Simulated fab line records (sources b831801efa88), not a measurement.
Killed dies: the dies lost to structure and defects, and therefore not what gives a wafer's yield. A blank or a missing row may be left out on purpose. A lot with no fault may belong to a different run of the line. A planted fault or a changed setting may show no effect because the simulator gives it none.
fab line records    flow sky130
[record] lots = 6  wafers = 18  last-day = 49
route steps=708 shown LOCAL_INTERCONNECT@391 PAD_OPEN@708
lots that met no fault: taken from a fault-free run of the same line
start-h: start of the lot's first displayed wafer, in hours after the record's first day    wait-h: hours elapsed since this lot's preceding step    " the same as in the row above    L1.1+2: one row covering several wafers at once    - no value, or no start was given    * or withheld: withheld    < > ~ a bound
route shown NAME@n: names a module that has steps shown in the file, with the first one's number in the route    usual: average and standard deviation across the fault-free wafers    same: alike in all rows    chamber/n: place in a boat    sites: readings site by site    _std_site: standard deviation of those values    _edge_site: mean of outer sites minus mean of inner sites    radius-mm: how far each site lies from the wafer's centre    mask NAME#n: copy n    behind: the last tool/chamber to shape the wafer    hold: what put the lot on hold/how long, in hours/how the hold closed    device: whichever transistor did not switch (one of n, p or np)    end of line: tests run on the same wafers once the route is complete    a step with no rows: only its recipe    killed: not the wafer's yield, but the dies lost to structure and defects at the first sort    map: per-die view of a wafer (x killed, . not killed, _ where there is no die)
set.NAME: the setting the step ran with; set.NAME@STEP: the setting that earlier step ran with    model.NAME: the simulator's own value behind a step, which no gauge read
lots at selected steps of the route; one table per step, one row per wafer
services: a tool's chamber out of use, with start hour (start-h, from the record's first day; less than 0 if before it), hours out, and reason
[[steps]]
[step SKY_LOCAL_INTERCONNECT_HMDS_04]
[recipe] prime-time-s = 60  prime-temp-c = 120
[step SKY_LOCAL_INTERCONNECT_COAT_05]
[recipe] resist = BARC  temp-c = withheld  time-s = withheld  spin-rpm = 3000  resist-thk-nm = 60
[step SKY_LOCAL_INTERCONNECT_COAT_06]
[recipe] resist = KrF-thick  spin-rpm = 3000  resist-thk-nm = 450
[step SKY_LOCAL_INTERCONNECT_SOFTBAKE_07]
[recipe] temp-c = 100  time-s = 90  resist = KrF-thick
[step SKY_LOCAL_INTERCONNECT_EXPOSE_08]
[recipe] mask-id = LI1M  na = 0.8  source-shape = annular  sigma-inner = 0.55  sigma-outer = 0.85  target-cd-nm = 170  dose-mj = 28
[step SKY_LOCAL_INTERCONNECT_PEB_09]
[recipe] peb-temp-c = withheld  peb-time-s = withheld  resist = KrF-thick
[step SKY_LOCAL_INTERCONNECT_DEVELOP_10]
[recipe] develop-time-s = 60  resist = KrF-thick  dev-temp-c = 21
[step SKY_LOCAL_INTERCONNECT_CD_MEAS_11]
[recipe] target-cd-nm = 170
[usual] cd-nm = 169.5/1.5
lot.wafer  tool       chamber  start-h  wait-h  cd-nm
L380.3     cd-sem-02  -        723.86   -       168.1
L380.5     "          -        "        "       168.2
L380.6     "          -        "        "       168.4
L382.3     cd-sem-01  -        732.13   -       167.8
L382.4     "          -        "        "       168.8
L382.6     "          -        "        "       169.8
L383.2     cd-sem-01  -        747.66   -       168.3
L383.3     "          -        "        "       168.0
L383.5     "          -        "        "       168.1
L392.2     cd-sem-02  -        819.54   -       167.8
L392.3     "          -        "        "       168.3
L392.5     "          -        "        "       167.5
L395.3     cd-sem-01  -        847.47   -       170.9
L395.4     "          -        "        "       168.6
L395.5     "          -        "        "       170.8
L399.2     cd-sem-01  -        864.04   -       169.0
L399.3     "          -        "        "       166.8
L399.5     "          -        "        "       168.2
[step SKY_LOCAL_INTERCONNECT_OVL_MEAS_12]
[usual] LOCAL_INTERCONNECT_OVL = 0/5.5
lot.wafer  tool        chamber  start-h  wait-h  LOCAL_INTERCONNECT_OVL[nm]
L380.3     overlay-02  -        723.96   0.1     10
L380.5     "           -        "        "       4
L380.6     "           -        "        "       3
L382.3     overlay-02  -        732.22   0.1     0
L382.4     "           -        "        "       -7
L382.6     "           -        "        "       -4
L383.2     overlay-02  -        747.76   0.1     1
L383.3     "           -        "        "       3
L383.5     "           -        "        "       -2
L392.2     overlay-01  -        819.65   0.1     -3
L392.3     "           -        "        "       -12
L392.5     "           -        "        "       -10
L395.3     overlay-02  -        847.56   0.1     2
L395.4     "           -        "        "       0
L395.5     "           -        "        "       -8
L399.2     overlay-01  -        864.15   0.1     2
L399.3     "           -        "        "       -10
L399.5     "           -        "        "       0
[step SKY_LOCAL_INTERCONNECT_ETCH_13]
[recipe] chemistry = N2/H2  target = BARC  ion-energy-ev = 200  bias-w = 100  pressure-mtorr = 30  n2-flow-sccm = 100  h2-flow-sccm = 200  icp-w = 500  stop-on = SiO2  time-s = 45.9  target-depth-a = 600
[usual] bias-w = 100.01/0.29  drypump-motor-current-A = 5.8/0.73  oes-product-au = 0.856/0.0043  rf-fwd-power-W = 494.9/1.6  throttle-valve-pct = 13.225/0.0086
lot.wafer  tool          chamber  start-h  wait-h  bias-w  drypump-motor-current-A  oes-product-au  rf-fwd-power-W  rf-hours-counter-h  throttle-valve-pct
L380.3     rie-metal-03  0        724.00   0.0     100.17  6.9                      0.858           496.1           -                   13.228
L380.5     "             1        "        "       100.50  5.4                      0.858           496.2           -                   13.236
L380.6     "             0        "        "       100.07  6.8                      0.856           494.8           -                   13.217
L382.3     rie-metal-02  0        732.26   0.0     99.43   5.7                      0.855           493.2           -                   13.214
L382.4     "             1        "        "       99.77   5.1                      0.861           492.7           -                   13.219
L382.6     "             0        "        "       99.79   5.7                      0.851           494.2           -                   13.232
L383.2     rie-metal-02  0        747.79   0.0     99.84   5.7                      0.853           492.9           10                  13.225
L383.3     "             0        "        "       100.29  5.7                      0.848           494.0           -                   13.220
L383.5     "             1        "        "       100.00  5.1                      0.848           495.6           -                   13.218
L392.2     rie-metal-03  0        819.70   0.0     100.36  6.9                      0.859           493.7           -                   13.224
L392.3     "             0        "        "       100.16  6.8                      0.857           496.9           -                   13.233
L392.5     "             0        "        "       100.34  6.8                      0.855           498.4           -                   13.210
L395.3     rie-metal-02  1        847.60   0.0     99.70   5.1                      0.856           494.2           -                   13.230
L395.4     "             0        "        "       100.05  5.7                      0.852           491.8           -                   13.225
L395.5     "             1        "        "       99.60   5.1                      0.852           495.5           -                   13.208
L399.2     rie-metal-03  0        864.20   0.0     99.91   6.8                      0.856           495.2           -                   13.223
L399.3     "             0        "        "       99.94   6.8                      0.855           497.2           -                   13.226
L399.5     "             0        "        "       100.06  6.8                      0.864           495.7           -                   13.232
[step SKY_LOCAL_INTERCONNECT_METAL_ETCH_14]
[recipe] target-depth-nm = 110  stop-on = PSG  chemistry = Cl2/BCl3  target = TiN  resist-sidewall-deg = 88  pressure-mtorr = 10  icp-w = 900  bias-w = 48.5  Cl2_flow_sccm = 60  bcl3-flow-sccm = 30  time-s = 31.4
[usual] bias-w = 48.51/0.15  drypump-motor-current-A = 5.8/0.73  oes-product-au = 0.944/0.0086  rf-fwd-power-W = 888/3  throttle-valve-pct = 21.899/0.01
lot.wafer  tool          chamber  start-h  wait-h  bias-w  drypump-motor-current-A  oes-product-au  rf-fwd-power-W  rf-hours-counter-h  throttle-valve-pct
L380.3     rie-metal-03  0        724.06   0.0     48.38   6.8                      0.954           891             -                   21.878
L380.5     "             1        "        "       48.57   5.4                      0.948           890             -                   21.887
L380.6     "             0        "        "       48.45   6.8                      0.948           891             -                   21.884
L382.3     rie-metal-02  0        732.32   0.0     48.64   5.7                      0.939           887             -                   21.892
L382.4     "             1        "        "       48.55   5.1                      0.943           890             -                   21.906
L382.6     "             0        "        "       48.54   5.7                      0.944           885             -                   21.898
L383.2     rie-metal-02  0        747.85   0.0     48.37   5.7                      0.952           888             10                  21.885
L383.3     "             0        "        "       48.20   5.7                      0.939           888             -                   21.887
L383.5     "             1        "        "       48.27   5.1                      0.940           886             -                   21.894
L392.2     rie-metal-03  0        819.82   0.1     48.23   6.8                      0.953           892             -                   21.892
L392.3     "             0        "        "       48.28   6.8                      0.949           890             -                   21.906
L392.5     "             0        "        "       48.21   6.8                      0.944           894             -                   21.897
L395.3     rie-metal-02  1        847.66   0.0     48.63   5.1                      0.951           884             -                   21.902
L395.4     "             0        "        "       48.63   5.7                      0.954           886             -                   21.898
L395.5     "             1        "        "       48.47   5.1                      0.947           883             -                   21.905
L399.2     rie-metal-03  0        864.32   0.1     48.64   6.8                      0.937           888             -                   21.904
L399.3     "             0        "        "       48.75   6.8                      0.945           891             -                   21.880
L399.5     "             0        "        "       48.49   6.8                      0.962           890             -                   21.890
[step SKY_LOCAL_INTERCONNECT_STRIP_15]
[recipe] chemistry = O2/N2  power-w = 1400  pressure-mtorr = 1500  platen-temp-c = withheld  o2-flow-sccm = 3000  n2-flow-sccm = 300  overash-fraction = 0.5
[usual] chamber-pressure-mTorr = 1500.1/1.3  drypump-motor-current-A = 5.6/0.4  oes-product-au = 0.427/0.005  strip-time-to-endpoint-s = 4.729/0.023
lot.wafer  tool             chamber  start-h  wait-h  chamber-pressure-mTorr  drypump-motor-current-A  oes-product-au  rf-hours-counter-h  strip-time-to-endpoint-s
L380.3     plasma-asher-03  1        724.13   0.1     1500.3                  5.6                      0.427           -                   4.741
L380.5     "                1        "        "       1500.5                  5.5                      0.417           -                   4.723
L380.6     "                0        "        "       1500.6                  6.5                      0.433           -                   4.745
L382.3     plasma-asher-03  0        732.39   0.1     1501.3                  6.5                      0.425           -                   4.759
L382.4     "                1        "        "       1500.7                  5.6                      0.432           -                   4.767
L382.6     "                0        "        "       1499.6                  6.5                      0.422           -                   4.739
L383.2     plasma-asher-02  1        747.91   0.0     1499.7                  5.4                      0.425           59                  4.767
L383.3     "                1        "        "       1501.3                  5.4                      0.428           -                   4.752
L383.5     "                0        "        "       1500.6                  5.9                      0.435           -                   4.769
L392.2     plasma-asher-04  0        819.91   0.1     1503.6                  5.8                      0.418           8                   4.732
L392.3     "                0        "        "       1499.8                  5.8                      0.427           -                   4.721
L392.5     "                0        "        "       1500.0                  5.8                      0.423           -                   4.739
L395.3     plasma-asher-04  0        847.73   0.1     1500.6                  5.8                      0.423           -                   4.697
L395.4     "                1        "        "       1501.9                  5.1                      0.430           -                   4.694
L395.5     "                1        "        "       1500.9                  5.1                      0.429           -                   4.720
L399.2     plasma-asher-03  1        864.41   0.1     1499.2                  5.6                      0.424           108                 4.705
L399.3     "                1        "        "       1500.4                  5.6                      0.436           -                   4.705
L399.5     "                1        "        "       1501.4                  5.6                      0.419           -                   4.700
[step SKY_LOCAL_INTERCONNECT_STRIP_16]
[recipe] chemistry = post-etch-residue-remover  time-s = 1200  temp-c = 72.5
[usual] bath-guard-temp-C = 72.1/0.57  bath-heat-duty-pct = 14.4/1.8  temp-c = 72.49/0.13
lot.wafer  tool          chamber  start-h  wait-h  bath-guard-temp-C  bath-heat-duty-pct  temp-c
L380.3     wet-bench-04  2        724.20   0.0     71.6               14.7                72.59
L380.5     "             2        "        "       72.0               14.0                72.38
L380.6     "             2        "        "       71.9               14.2                72.42
L382.3     wet-bench-04  1        732.46   0.0     -                  -                   -
L382.4     "             1        "        "       -                  -                   -
L382.6     "             1        "        "       -                  -                   -
L383.2     wet-bench-04  1        748.01   0.1     -                  -                   -
L383.3     "             1        "        "       -                  -                   -
L383.5     "             1        "        "       -                  -                   -
L392.2     wet-bench-01  2        820.01   0.1     72.5               13.9                72.62
L392.3     "             2        "        "       72.4               11.7                72.57
L392.5     "             2        "        "       72.2               12.8                72.50
L395.3     wet-bench-04  0        847.80   0.0     71.7               15.1                72.55
L395.4     "             0        "        "       71.2               14.1                72.66
L395.5     "             0        "        "       71.3               14.1                72.41
L399.2     wet-bench-01  3        864.51   0.1     73.0               11.9                72.29
L399.3     "             3        "        "       73.0               13.0                72.36
L399.5     "             3        "        "       73.5               11.9                72.34
[step SKY_LOCAL_INTERCONNECT_CLEAN_17]
[recipe] chemistry = IPA  time-s = 180  temp-c = 25
[step SKY_PAD_OPEN_PROBE_99]
[usual] killed_at_M0_to_M3 = 44/7.3  killed_at_M4_up = 3.5/1.8  killed-at-contacts = 24/5.8  killed-at-front-end = 16/4.3  killed-at-other = 0.5/0.68  killed-dies = 88/9.4  killed-on-rim = 17/3.7  killed-open = 48/6.8  killed-short = 40/6.1
[same] gross-dies = 492  killed-at-back-side = 0
lot.wafer  tool       chamber  start-h  wait-h  killed_at_M0_to_M3  killed_at_M4_up  killed-at-contacts  killed-at-front-end  killed-at-other  killed-dies  killed-on-rim  killed-open  killed-short
L380.3     prober-01  -        1087.13  0.2     37                  3                29                  16                   1                86           14             53           33
L380.5     prober-01  -        1087.23  0.2     40                  0                19                  10                   1                70           12             43           27
L380.6     prober-01  -        1087.28  0.2     41                  1                28                  14                   1                85           20             47           38
L382.3     prober-02  -        1096.93  0.2     38                  3                34                  11                   0                86           17             49           37
L382.4     prober-02  -        1096.98  0.2     44                  3                27                  15                   0                89           17             54           34
L382.6     prober-02  -        1097.08  0.2     41                  6                27                  18                   1                93           18             48           45
L383.2     prober-01  -        1105.67  0.1     30                  6                28                  16                   2                82           17             39           42
L383.3     prober-01  -        1105.72  0.2     56                  3                23                  14                   0                96           24             56           36
L383.5     prober-01  -        1105.82  0.2     41                  8                20                  18                   0                87           15             49           38
L392.2     prober-02  -        1162.49  0.1     42                  5                22                  13                   0                82           23             41           39
L392.3     prober-02  -        1162.54  0.2     33                  2                21                  21                   0                77           9              49           28
L392.5     prober-02  -        1162.64  0.2     43                  6                19                  17                   1                86           18             38           48
L395.3     prober-02  -        1181.33  0.2     49                  5                33                  14                   0                101          24             59           41
L395.4     prober-02  -        1181.38  0.2     51                  3                17                  10                   1                82           17             40           40
L395.5     prober-02  -        1181.43  0.2     24                  3                17                  17                   1                62           15             28           30
L399.2     prober-02  -        1187.77  0.1     47                  3                19                  18                   0                87           13             50           37
L399.3     prober-02  -        1187.82  0.2     39                  0                19                  16                   0                74           17             40           34
L399.5     prober-02  -        1187.92  0.2     40                  4                22                  14                   1                81           12             48           32
// killed by level:class
L380.3 CONTACT:geometric-particle:open=12 VIA1:geometric-particle:open=10 METAL2:geometric-particle:short=7 POLY_GATE:geometric-particle:open=6 LI_CONTACT:geometric-particle:open=5 VIA2:geometric-particle:open=5 LI_CONTACT:geometric-particle:short=4 FIELD_ISO:geometric-particle:short=3
L380.5 VIA3:geometric-particle:open=10 CONTACT:geometric-particle:open=9 VIA1:geometric-particle:open=9 LI_CONTACT:geometric-particle:open=4 VIA2:geometric-particle:open=4 VIA1:geometric-particle:short=3 LI_CONTACT:geometric-particle:short=3 METAL2:geometric-particle:short=3
L380.6 CONTACT:geometric-particle:open=9 METAL2:geometric-particle:short=9 VIA1:geometric-particle:open=8 LI_CONTACT:geometric-particle:open=7 METAL1:geometric-particle:short=7 POLY_GATE:geometric-particle:short=4 METAL1:geometric-particle:open=4 LOCAL_INTERCONNECT:geometric-particle:open=4
L382.3 CONTACT:geometric-particle:open=17 METAL1:geometric-particle:short=7 VIA1:geometric-particle:open=7 LI_CONTACT:geometric-particle:short=6 VIA2:geometric-particle:open=5 VIA3:geometric-particle:open=5 POLY_GATE:geometric-particle:open=4 LI_CONTACT:geometric-particle:open=4
L382.4 VIA2:geometric-particle:open=9 VIA1:geometric-particle:open=9 CONTACT:geometric-particle:open=8 LI_CONTACT:geometric-particle:open=8 VIA3:geometric-particle:open=7 METAL1:geometric-particle:short=6 FIELD_ISO:geometric-particle:open=5 LI_CONTACT:geometric-particle:short=5
L382.6 VIA1:geometric-particle:open=10 LI_CONTACT:geometric-particle:open=8 CONTACT:geometric-particle:open=7 METAL1:geometric-particle:short=6 SPACER:geometric-particle:short=6 LOCAL_INTERCONNECT:geometric-particle:short=6 VIA3:geometric-particle:open=5 FIELD_ISO:geometric-particle:open=4
L383.2 CONTACT:geometric-particle:open=11 LI_CONTACT:geometric-particle:open=8 METAL1:geometric-particle:short=7 VIA3:geometric-particle:open=7 FIELD_ISO:geometric-particle:short=6 METAL4:geometric-particle:short=6 POLY_GATE:geometric-particle:short=4 VIA1:geometric-particle:open=4
L383.3 VIA2:geometric-particle:open=12 LI_CONTACT:geometric-particle:open=8 CONTACT:geometric-particle:open=8 VIA1:geometric-particle:open=8 METAL2:geometric-particle:short=7 POLY_GATE:geometric-particle:open=5 METAL1:geometric-particle:open=5 METAL1:geometric-particle:short=5
L383.5 CONTACT:geometric-particle:open=10 VIA1:geometric-particle:open=7 VIA2:geometric-particle:open=7 METAL4:geometric-particle:short=6 VIA3:geometric-particle:open=6 POLY_GATE:geometric-particle:open=5 METAL3:geometric-particle:short=5 POLY_GATE:geometric-particle:short=4
L392.2 VIA3:geometric-particle:open=11 VIA1:geometric-particle:open=10 METAL2:geometric-particle:short=9 POLY_GATE:geometric-particle:short=7 LI_CONTACT:geometric-particle:open=5 CONTACT:geometric-particle:open=5 LOCAL_INTERCONNECT:geometric-particle:short=4 CONTACT:geometric-particle:short=4
L392.3 VIA1:geometric-particle:open=10 LI_CONTACT:geometric-particle:open=9 POLY_GATE:geometric-particle:open=8 FIELD_ISO:geometric-particle:short=7 VIA3:geometric-particle:open=7 CONTACT:geometric-particle:open=5 CONTACT:geometric-particle:short=4 METAL1:geometric-particle:short=4
L392.5 VIA1:geometric-particle:open=9 VIA3:geometric-particle:open=7 LOCAL_INTERCONNECT:geometric-particle:short=7 FIELD_ISO:geometric-particle:short=6 METAL2:geometric-particle:short=6 CONTACT:geometric-particle:open=5 METAL1:geometric-particle:short=5 VIA2:geometric-particle:open=5
L395.3 VIA1:geometric-particle:open=19 CONTACT:geometric-particle:open=10 CONTACT:geometric-particle:short=8 LI_CONTACT:geometric-particle:open=7 VIA3:geometric-particle:open=6 METAL2:geometric-particle:short=6 VIA2:geometric-particle:open=6 METAL3:geometric-particle:short=4
L395.4 VIA1:geometric-particle:open=11 METAL1:geometric-particle:short=8 VIA2:geometric-particle:open=7 METAL2:geometric-particle:short=7 CONTACT:geometric-particle:open=6 LI_CONTACT:geometric-particle:open=5 VIA1:geometric-particle:short=4 VIA3:geometric-particle:open=4
L395.5 VIA1:geometric-particle:open=5 LI_CONTACT:geometric-particle:open=5 LOCAL_INTERCONNECT:geometric-particle:short=5 VIA1:geometric-particle:short=5 POLY_GATE:geometric-particle:short=4 POLY_GATE:geometric-particle:open=3 CONTACT:geometric-particle:open=3 VIA2:geometric-particle:open=3
L399.2 VIA2:geometric-particle:open=11 VIA1:geometric-particle:open=10 LI_CONTACT:geometric-particle:open=8 VIA1:geometric-particle:short=6 METAL2:geometric-particle:short=6 CONTACT:geometric-particle:open=5 METAL1:geometric-particle:short=5 FIELD_ISO:geometric-particle:open=4
L399.3 VIA1:geometric-particle:open=11 LI_CONTACT:geometric-particle:open=10 CONTACT:geometric-particle:open=6 POLY_GATE:geometric-particle:short=5 VIA2:geometric-particle:open=5 VIA3:geometric-particle:short=5 METAL1:geometric-particle:short=4 FIELD_ISO:geometric-particle:short=3
L399.5 CONTACT:geometric-particle:open=10 VIA1:geometric-particle:open=10 FIELD_ISO:geometric-particle:open=6 LI_CONTACT:geometric-particle:open=5 VIA3:geometric-particle:short=5 VIA2:geometric-particle:open=5 METAL1:geometric-particle:short=5 METAL3:geometric-particle:short=5
[[services]]
tool             chamber  start-h  hours  kind
plasma-asher-04  -        701.37   1.6    repair
wet-bench-01     -        703.66   1.4    repair
rie-metal-02     1        705.91   -      clean
rie-metal-02     1        705.91   18.8   scheduled-down
rie-metal-02     1        705.91   18.8   vent-cycle
rie-metal-02     0        722.00   6.7    repair
rie-metal-03     1        725.28   5.0    repair
plasma-asher-04  -        733.75   9.0    pm
plasma-asher-04  0        733.75   9.0    vent-cycle
plasma-asher-04  1        733.75   9.0    vent-cycle
rie-metal-03     1        740.73   168.5  repair
plasma-asher-04  0        742.75   -      clean
plasma-asher-04  1        742.75   -      clean
plasma-asher-03  -        746.18   2.1    repair
wet-bench-04     -        751.30   1.9    pm
plasma-asher-03  -        758.71   14.6   pm
wet-bench-01     -        788.89   1.7    repair
plasma-asher-03  -        789.88   0.8    repair
rie-metal-03     0        812.66   2.0    repair
rie-metal-03     0        843.56   13.8   repair
[[key]]
[first-sign] step = SKY_LOCAL_INTERCONNECT_STRIP_16  reading = tool-record  direction = missing
effect none on later readings
met-at SKY_LOCAL_INTERCONNECT_STRIP_16
struck-wafers L382.3,L382.4,L382.6,L383.2,L383.3,L383.5
tester-left-out L382,L383
onset-between 724.20 732.46
[fault] kind = skipped-step-whole  tool = wet-bench-04  chamber = -  onset-h = 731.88  steps = SKY_LOCAL_INTERCONNECT_STRIP_16  scope = struck-lots-only
// tester-left-out: of these lots the tester's yield and bins aren't shown, on N5 and GAA mostly nor the transistor test; their killed dies are dies lost to structure and defects alone, not to doping, threshold or leakage, so they don't give the yield
